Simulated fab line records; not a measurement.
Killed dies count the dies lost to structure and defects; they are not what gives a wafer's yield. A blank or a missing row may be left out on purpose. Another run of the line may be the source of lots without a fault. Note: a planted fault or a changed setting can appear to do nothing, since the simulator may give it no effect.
Matching of chambers    flow gf180mcu    GF_STI_CMP_25 on cmp-02: 4 sister chambers
The step polishes, stops on Si3N4, t overpolish 33 s, target thk 524.6 nm. 4 wafers are shown with their chamber, then 7 later ones without.

== WAFERS WITH THEIR CHAMBER ==
wafer   chamber  motor_current_A (A)
L512.6  1        13.0
L516.1  2        12.9
L516.5  3        12.2
L518.5  0        10.5

== WAFERS WITH NO CHAMBER GIVEN ==
wafer   motor_current_A (A)
L518.6  11.7
L522.2  9.8
L522.4  12.8
L522.5  13.2
L523.4  12.6
L523.5  11.7
L523.6  13.1

== EACH ONE'S CHAMBER ==
wafer   from the rows above                in truth
L518.6  can't be placed: 3 or 0 or 2 or 1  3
L522.2  0                                  0
L522.4  can't be placed: 2 or 1 or 3       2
L522.5  can't be placed: 1 or 2 or 3       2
L523.4  can't be placed: 2 or 1 or 3       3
L523.5  can't be placed: 3 or 0 or 2 or 1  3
L523.6  can't be placed: 1 or 2 or 3       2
Placed correctly: 1 of 7. Can't be placed from these rows: 6 (the true chamber is among the candidates in 6). 0 placed wrongly.
How it was worked out, from the rows above alone: a wafer's distance from a chamber is the root of the sum, over the readings, of the square of ((its reading less the chamber's mean) divided by the reading's scatter). If the next closest chamber is less than 2 further off than the closest, the wafer can't be placed; otherwise it belongs to the closest. For every chamber, the mean is computed from those of its wafers that are shown. The scatter: root of mean squared gap, hidden wafer to nearest shown wafer, with one shown wafer a chamber.
